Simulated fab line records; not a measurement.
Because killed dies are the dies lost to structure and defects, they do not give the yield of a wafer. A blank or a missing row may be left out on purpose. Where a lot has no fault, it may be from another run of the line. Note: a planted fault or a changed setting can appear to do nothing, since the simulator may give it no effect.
Which tool did it? || flow sky130 || Sampling: 12 lots, 36 wafers, 5 of 708 route steps

== WHAT THE GAUGES READ, wafer by wafer ==
SKY_CAP2M_OVL_MEAS_12. Usual: CAP2M_OVL gives 0.0 nm (standard deviation 1.5).
{"lot": "L502", "measured": "day 41 10:56", "on": "overlay-02", "CAP2M_OVL (nm)": "0.5 1.7 1.0", "flag": ""}
{"lot": "L504", "measured": "day 42 02:19", "on": "overlay-01", "CAP2M_OVL (nm)": "1.0 1.1 -0.2", "flag": ""}
{"lot": "L505", "measured": "day 42 09:50", "on": "overlay-01", "CAP2M_OVL (nm)": "0.1 -0.9 -0.9", "flag": ""}
{"lot": "L506", "measured": "day 42 13:44", "on": "overlay-01", "CAP2M_OVL (nm)": "-0.2 -0.3 -1.8", "flag": ""}
{"lot": "L507", "measured": "day 42 22:19", "on": "overlay-01", "CAP2M_OVL (nm)": "2.3 0.3 0.0", "flag": ""}
{"lot": "L509", "measured": "day 43 06:32", "on": "overlay-01", "CAP2M_OVL (nm)": "0.6 -0.5 1.9", "flag": ""}
{"lot": "L508", "measured": "day 43 07:52", "on": "overlay-01", "CAP2M_OVL (nm)": "-1.1 -0.9 -1.5", "flag": ""}
{"lot": "L514", "measured": "day 44 16:40", "on": "overlay-02", "CAP2M_OVL (nm)": "2.4 0.3 1.3", "flag": ""}
{"lot": "L521", "measured": "day 46 05:49", "on": "overlay-01", "CAP2M_OVL (nm)": "-2.6 -1.0 -1.3", "flag": ""}
{"lot": "L522", "measured": "day 46 18:36", "on": "overlay-02", "CAP2M_OVL (nm)": "1.3 0.3 -0.6", "flag": ""}
{"lot": "L523", "measured": "day 47 03:07", "on": "overlay-01", "CAP2M_OVL (nm)": "0.1 -0.5 0.6", "flag": ""}
{"lot": "L524", "measured": "day 47 13:04", "on": "overlay-01", "CAP2M_OVL (nm)": "-0.7 -0.8 0.0", "flag": ""}

SKY_METAL4_CD_MEAS_13: the cd target is 300 nm. Usual: cd nm reads 300.2 nm (standard deviation 1.5).
{"lot": "L502", "measured": "day 42 11:29", "on": "cd sem-02", "cd nm (nm)": "298.2 300.2 298.6", "flag": ""}
{"lot": "L504", "measured": "day 43 02:21", "on": "cd sem-01", "cd nm (nm)": "298.5 299.7 298.9", "flag": ""}
{"lot": "L505", "measured": "day 43 09:31", "on": "cd sem-01", "cd nm (nm)": "302.5 302.2 303.3", "flag": ""}
{"lot": "L506", "measured": "day 43 13:29", "on": "cd sem-01", "cd nm (nm)": "299.7 299.8 300.8", "flag": ""}
{"lot": "L507", "measured": "day 43 21:37", "on": "cd sem-01", "cd nm (nm)": "301.2 302.3 301.4", "flag": ""}
{"lot": "L509", "measured": "day 44 06:03", "on": "cd sem-01", "cd nm (nm)": "300.6 301.5 299.8", "flag": ""}
{"lot": "L508", "measured": "day 44 07:24", "on": "cd sem-02", "cd nm (nm)": "300.7 302.0 301.0", "flag": ""}
{"lot": "L514", "measured": "day 45 14:32", "on": "cd sem-02", "cd nm (nm)": "285.7 282.1 293.5", "flag": "OFF"}
{"lot": "L521", "measured": "day 47 03:06", "on": "cd sem-01", "cd nm (nm)": "299.9 301.6 300.6", "flag": ""}
{"lot": "L522", "measured": "day 47 15:43", "on": "cd sem-02", "cd nm (nm)": "299.4 300.5 300.1", "flag": ""}
{"lot": "L523", "measured": "day 47 23:49", "on": "cd sem-01", "cd nm (nm)": "299.5 298.8 298.8", "flag": ""}
{"lot": "L524", "measured": "day 48 09:29", "on": "cd sem-02", "cd nm (nm)": "299.7 299.6 299.9", "flag": ""}

SKY_VIA4_THK_MEAS_01. Usual: VIA4_HDPCVD_THK gives 1744 nm (standard deviation 17).
{"lot": "L502", "measured": "day 42 12:46", "on": "film metro-04", "VIA4_HDPCVD_THK (nm)": "1769 1762 1745", "flag": ""}
{"lot": "L504", "measured": "day 43 03:42", "on": "film metro-04", "VIA4_HDPCVD_THK (nm)": "1730 1743 1722", "flag": ""}
{"lot": "L505", "measured": "day 43 10:58", "on": "film metro-04", "VIA4_HDPCVD_THK (nm)": "1746 1748 1735", "flag": ""}
{"lot": "L506", "measured": "day 43 14:44", "on": "film metro-04", "VIA4_HDPCVD_THK (nm)": "1765 1752 1744", "flag": ""}
{"lot": "L507", "measured": "day 43 22:55", "on": "film metro-02", "VIA4_HDPCVD_THK (nm)": "1713 1706 1718", "flag": ""}
{"lot": "L509", "measured": "day 44 07:20", "on": "film metro-02", "VIA4_HDPCVD_THK (nm)": "1759 1771 1763", "flag": ""}
{"lot": "L508", "measured": "day 44 08:38", "on": "film metro-04", "VIA4_HDPCVD_THK (nm)": "1744 1737 1752", "flag": ""}
{"lot": "L514", "measured": "day 45 16:11", "on": "film metro-02", "VIA4_HDPCVD_THK (nm)": "1738 1724 1710", "flag": ""}
{"lot": "L521", "measured": "day 47 04:52", "on": "film metro-04", "VIA4_HDPCVD_THK (nm)": "1754 1725 1750", "flag": ""}
{"lot": "L522", "measured": "day 47 16:59", "on": "film metro-02", "VIA4_HDPCVD_THK (nm)": "1727 1742 1725", "flag": ""}
{"lot": "L523", "measured": "day 48 01:04", "on": "film metro-02", "VIA4_HDPCVD_THK (nm)": "1721 1723 1750", "flag": ""}
{"lot": "L524", "measured": "day 48 10:45", "on": "film metro-03", "VIA4_HDPCVD_THK (nm)": "1781 1762 1781", "flag": ""}

== WHAT TOOL EACH LOT RAN ON (gives the tool, then ch and the chambers of the sampled wafers, and finally the start) ==
{"lot": "L502", "SKY_METAL4_SPUTTER_02": "pvd sputter-04, day 40 10:16", "SKY_METAL4_EXPOSE_10": "krf scanner-01 ch 0, day 41 23:09"}
{"lot": "L504", "SKY_METAL4_SPUTTER_02": "pvd sputter-03, day 41 02:08", "SKY_METAL4_EXPOSE_10": "krf scanner-02 ch 0, day 42 15:08"}
{"lot": "L505", "SKY_METAL4_SPUTTER_02": "pvd sputter-03, day 41 09:55", "SKY_METAL4_EXPOSE_10": "krf scanner-02 ch 0, day 42 22:11"}
{"lot": "L506", "SKY_METAL4_SPUTTER_02": "pvd sputter-03, day 41 14:08", "SKY_METAL4_EXPOSE_10": "krf scanner-01 ch 0, day 43 02:02"}
{"lot": "L507", "SKY_METAL4_SPUTTER_02": "pvd sputter-04, day 41 22:13", "SKY_METAL4_EXPOSE_10": "krf scanner-02 ch 0, day 43 10:44"}
{"lot": "L509", "SKY_METAL4_SPUTTER_02": "pvd sputter-04, day 42 07:19", "SKY_METAL4_EXPOSE_10": "krf scanner-01 ch 0, day 43 18:58"}
{"lot": "L508", "SKY_METAL4_SPUTTER_02": "pvd sputter-01, day 42 08:33", "SKY_METAL4_EXPOSE_10": "krf scanner-01 ch 0, day 43 19:59"}
{"lot": "L514", "SKY_METAL4_SPUTTER_02": "pvd sputter-04, day 43 18:47", "SKY_METAL4_EXPOSE_10": "krf scanner-01 ch 0, day 45 04:22"}
{"lot": "L521", "SKY_METAL4_SPUTTER_02": "pvd sputter-01, day 45 08:29", "SKY_METAL4_EXPOSE_10": "krf scanner-02 ch 0, day 46 16:29"}
{"lot": "L522", "SKY_METAL4_SPUTTER_02": "pvd sputter-04, day 45 22:35", "SKY_METAL4_EXPOSE_10": "krf scanner-02 ch 0, day 47 06:25"}
{"lot": "L523", "SKY_METAL4_SPUTTER_02": "pvd sputter-01, day 46 06:16", "SKY_METAL4_EXPOSE_10": "krf scanner-01 ch 0, day 47 13:44"}
{"lot": "L524", "SKY_METAL4_SPUTTER_02": "pvd sputter-04, day 46 16:01", "SKY_METAL4_EXPOSE_10": "krf scanner-01 ch 0, day 48 00:19"}
- SKY_METAL4_SPUTTER_02: material AlCu, target thk 735 nm, time 39.1 s.
- SKY_METAL4_EXPOSE_10: exposes mask MM4, target cd 300 nm.

== WHAT THE TOOLS THEMSELVES READ (means of the sampled wafers that have a number; where no wafer has one, the mark that the record gives instead) ==
SKY_METAL4_SPUTTER_02. Usual: throttle valve pct reads 29.9 % (standard deviation 0.83).
{"lot": "L502", "tool": "pvd sputter-04", "throttle valve pct (%)": 29.7, "flag": ""}
{"lot": "L504", "tool": "pvd sputter-03", "throttle valve pct (%)": 30.2, "flag": ""}
{"lot": "L505", "tool": "pvd sputter-03", "throttle valve pct (%)": 29.6, "flag": ""}
{"lot": "L506", "tool": "pvd sputter-03", "throttle valve pct (%)": 30.0, "flag": ""}
{"lot": "L507", "tool": "pvd sputter-04", "throttle valve pct (%)": 30.1, "flag": ""}
{"lot": "L509", "tool": "pvd sputter-04", "throttle valve pct (%)": 29.9, "flag": ""}
{"lot": "L508", "tool": "pvd sputter-01", "throttle valve pct (%)": 30.4, "flag": ""}
{"lot": "L514", "tool": "pvd sputter-04", "throttle valve pct (%)": 30.0, "flag": ""}
{"lot": "L521", "tool": "pvd sputter-01", "throttle valve pct (%)": 28.4, "flag": ""}
{"lot": "L522", "tool": "pvd sputter-04", "throttle valve pct (%)": 29.9, "flag": ""}
{"lot": "L523", "tool": "pvd sputter-01", "throttle valve pct (%)": 29.3, "flag": ""}
{"lot": "L524", "tool": "pvd sputter-04", "throttle valve pct (%)": 29.9, "flag": ""}

SKY_METAL4_EXPOSE_10. Usual: exposure dose mJ cm2 reads 27.999 (standard deviation 0.029).
{"lot": "L502", "tool": "krf scanner-01", "exposure dose mJ cm2": 27.963, "flag": ""}
{"lot": "L504", "tool": "krf scanner-02", "exposure dose mJ cm2": 28.013, "flag": ""}
{"lot": "L505", "tool": "krf scanner-02", "exposure dose mJ cm2": 27.992, "flag": ""}
{"lot": "L506", "tool": "krf scanner-01", "exposure dose mJ cm2": 28.015, "flag": ""}
{"lot": "L507", "tool": "krf scanner-02", "exposure dose mJ cm2": 27.967, "flag": ""}
{"lot": "L509", "tool": "krf scanner-01", "exposure dose mJ cm2": 27.978, "flag": ""}
{"lot": "L508", "tool": "krf scanner-01", "exposure dose mJ cm2": 28.000, "flag": ""}
{"lot": "L514", "tool": "krf scanner-01", "exposure dose mJ cm2": 27.542, "flag": "OFF"}
{"lot": "L521", "tool": "krf scanner-02", "exposure dose mJ cm2": 27.985, "flag": ""}
{"lot": "L522", "tool": "krf scanner-02", "exposure dose mJ cm2": 28.005, "flag": ""}
{"lot": "L523", "tool": "krf scanner-01", "exposure dose mJ cm2": 28.009, "flag": ""}
{"lot": "L524", "tool": "krf scanner-01", "exposure dose mJ cm2": 28.031, "flag": ""}

== THE ANSWER, worked out from the rows above alone ==
Rule: lot off if the mean of its wafers having a number is beyond 3 standard deviations from the usual mean. Also off: a lot with no number at a reading for which 4 or more lots have one. Any other lot the step has rows for is counted as sound. First the gauges in route order, then the tools' own readings, where a lot's mean is used as printed above. The first step at which some lot is off is used, and at that step the reading that is off furthest; a lot without a number counts as furthest.
Off, at SKY_METAL4_CD_MEAS_13 on cd nm: L514.
If a tool, at a process step before that reading, ran all the lots that are off and no sound lot after the first of them, it fits. The gauges at SKY_METAL4_CD_MEAS_13 aren't tried: what is off there is off at SKY_METAL4_EXPOSE_10 too, on other tools, and a gauge's error can't cause that. Of those tried, none fits.

== WHAT WAS PUT IN BY THE SIMULATOR ==
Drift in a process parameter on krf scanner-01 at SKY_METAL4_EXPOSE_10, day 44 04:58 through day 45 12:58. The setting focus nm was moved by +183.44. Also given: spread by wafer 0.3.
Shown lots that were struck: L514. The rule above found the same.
